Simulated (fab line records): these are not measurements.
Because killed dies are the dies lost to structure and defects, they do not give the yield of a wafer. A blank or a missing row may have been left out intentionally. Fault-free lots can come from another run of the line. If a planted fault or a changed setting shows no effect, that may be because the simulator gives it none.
The tool behind it: which one? -- flow sky130 -- 12 lots with 36 wafers sampled at 5 steps, on a route of 708 steps

== WHAT EACH GAUGE READ, for each wafer ==
SKY_VT_ADJUST_HVTR_TW_MEAS_11. Usual: VT_ADJUST_HVTR_TW gives 210.9 (standard deviation 1.4).
lot,measured,on,VT_ADJUST_HVTR_TW,flag
L630,day 9 10:43,film_metro-03,211.2 209.8 210.1,
L632,day 10 02:35,film_metro-03,210.7 211.0 212.0,
L634,day 10 17:31,film_metro-04,210.0 209.5 209.9,
L635,day 10 23:43,film_metro-03,210.8 210.1 210.7,
L638,day 11 19:52,film_metro-01,212.9 213.0 211.9,
L639,day 12 02:07,film_metro-01,213.0 212.8 211.8,
L640,day 12 12:14,film_metro-03,210.7 210.4 210.1,
L641,day 12 19:13,film_metro-03,209.8 209.7 211.5,
L642,day 13 00:26,film_metro-01,212.5 211.8 212.7,
L643,day 13 09:02,film_metro-04,209.6 208.8 209.3,
L652,day 16 04:30,film_metro-03,211.6 211.8 211.5,
L653,day 16 13:08,film_metro-03,210.1 211.0 210.9,

SKY_RES_PROTECT_TW_MEAS_08. Usual: POLY_GATE_TW gives 4045 (standard deviation 22).
lot,measured,on,POLY_GATE_TW,flag
L630,day 15 00:07,film_metro-01,4057 4057 4071,
L632,day 15 17:40,film_metro-02,4079 4067 4082,
L634,day 16 13:46,film_metro-01,4051 4057 4053,
L635,day 16 21:49,film_metro-01,4067 4054 4069,
L638,day 17 20:01,film_metro-02,4053 4058 4055,
L639,day 18 04:53,film_metro-02,3995 3994 3995,
L640,day 18 18:26,film_metro-02,4016 4002 4030,
L641,day 19 02:19,film_metro-01,4060 4087 4098,
L642,day 19 13:55,film_metro-03,4031 4028 4041,
L643,day 19 22:58,film_metro-03,4013 4025 4015,
L652,day 22 23:41,film_metro-02,4035 4037 4048,
L653,day 23 08:40,film_metro-02,4037 4033 4059,

SKY_POLY_GATE_CD_MEAS_13: target cd 150 nm. Usual: cd_nm at 149.9 nm, with a standard deviation of 1.3.
lot,measured,on,cd_nm (nm),flag
L630,day 16 05:22,cd_sem-02,149.6 149.7 148.7,
L632,day 17 03:52,cd_sem-02,151.6 151.2 150.4,
L634,day 17 20:37,cd_sem-01,148.8 148.9 148.5,
L635,day 18 05:04,cd_sem-01,149.6 150.3 149.3,
L638,day 19 03:46,cd_sem-01,151.6 152.3 151.8,
L639,day 19 15:32,cd_sem-01,151.4 153.7 152.2,
L640,day 20 03:08,cd_sem-01,147.7 149.0 148.0,
L641,day 20 10:56,cd_sem-01,151.1 151.2 150.2,
L642,day 20 22:41,cd_sem-02,150.2 149.4 149.0,
L643,day 21 06:52,cd_sem-01,171.2 171.9 171.6,OFF
L652,day 24 07:31,cd_sem-02,150.6 150.1 149.7,
L653,day 24 18:26,cd_sem-01,149.7 148.8 148.8,

== EACH LOT AND THE TOOL THAT RAN IT (in order: tool; ch and the chambers of the sampled wafers; start) ==
lot,SKY_RES_PROTECT_STRIP_07,SKY_POLY_GATE_EXPOSE_10
L630,"plasma_asher-02 ch 0,1, day 15 00:01","krf_scanner-02 ch 0, day 15 15:16"
L632,"plasma_asher-03 ch 0,1, day 15 17:34","krf_scanner-01 ch 0, day 16 12:55"
L634,"plasma_asher-03 ch 0,1, day 16 13:40","krf_scanner-01 ch 0, day 17 06:56"
L635,"plasma_asher-02 ch 0,1, day 16 21:43","krf_scanner-01 ch 0, day 17 15:37"
L638,"plasma_asher-02 ch 0,1, day 17 19:55","krf_scanner-02 ch 0, day 18 13:55"
L639,"plasma_asher-04 ch 0, day 18 04:47","krf_scanner-02 ch 0, day 18 23:43"
L640,"plasma_asher-02 ch 0,1, day 18 18:20","krf_scanner-02 ch 0, day 19 10:53"
L641,"plasma_asher-02 ch 0,1, day 19 02:13","krf_scanner-01 ch 0, day 19 19:55"
L642,"plasma_asher-03 ch 0,1, day 19 13:49","krf_scanner-01 ch 0, day 20 06:57"
L643,"plasma_asher-02 ch 0,1, day 19 22:52","krf_scanner-01 ch 0, day 20 14:49"
L652,"plasma_asher-02 ch 0,1, day 22 23:35","krf_scanner-01 ch 0, day 23 16:22"
L653,"plasma_asher-03 ch 0, day 23 08:34","krf_scanner-01 ch 0, day 24 03:33"
- SKY_RES_PROTECT_STRIP_07: strips in O2/N2.
- SKY_POLY_GATE_EXPOSE_10: exposes mask P1M, target cd 150 nm.

== WHAT THE TOOLS THEMSELVES READ (means of the sampled wafers that have a number; where no wafer has one, the mark that the record gives instead) ==
SKY_RES_PROTECT_STRIP_07. Usual: drypump_motor_current_A 5.7 A, standard deviation 0.39; o2_flow_sccm 3000 sccm, standard deviation 9.7; oes_product_au 0.517 a.u., standard deviation 0.0045; strip_time_to_endpoint_s 23.27 s, standard deviation 0.042.
lot,tool,drypump_motor_current_A (A),o2_flow_sccm (sccm),oes_product_au (a.u.),strip_time_to_endpoint_s (s),flag
L630,plasma_asher-02,5.9,3001,0.511,23.22,
L632,plasma_asher-03,5.9,3013,0.518,23.26,
L634,plasma_asher-03,5.9,2996,0.522,23.24,
L635,plasma_asher-02,5.9,3004,0.516,23.27,
L638,plasma_asher-02,5.7,3000,0.517,23.28,
L639,plasma_asher-04,4.8,3000,0.522,23.32,
L640,plasma_asher-02,5.9,3000,0.515,23.34,
L641,plasma_asher-02,5.7,3009,0.515,23.26,
L642,plasma_asher-03,5.8,3001,0.514,23.29,
L643,plasma_asher-02,5.9,3004,0.515,23.24,
L652,plasma_asher-02,5.7,2999,0.518,23.30,
L653,plasma_asher-03,6.0,2991,0.520,23.28,

== THE ANSWER, worked out from the rows above alone ==
Rule: lot off if the mean of its wafers having a number is beyond 3 standard deviations from the usual mean. Also off: a lot with no number at a reading for which 4 or more lots have one. Any other lot the step has rows for is counted as sound. After the gauges, taken in route order, come the tools' own readings; for these a lot's mean is taken, as printed above. At the first step where some lot is off, the reading lying furthest off is the one used; lots without a number count as furthest.
Off, at SKY_POLY_GATE_CD_MEAS_13 on cd_nm: L643.
If a tool, at a process step before that reading, ran all the lots that are off and no sound lot after the first of them, it fits. The gauges at SKY_POLY_GATE_CD_MEAS_13 are tried like those tools. Not one of the candidates tried fits.

== WHAT WAS PUT IN BY THE SIMULATOR ==
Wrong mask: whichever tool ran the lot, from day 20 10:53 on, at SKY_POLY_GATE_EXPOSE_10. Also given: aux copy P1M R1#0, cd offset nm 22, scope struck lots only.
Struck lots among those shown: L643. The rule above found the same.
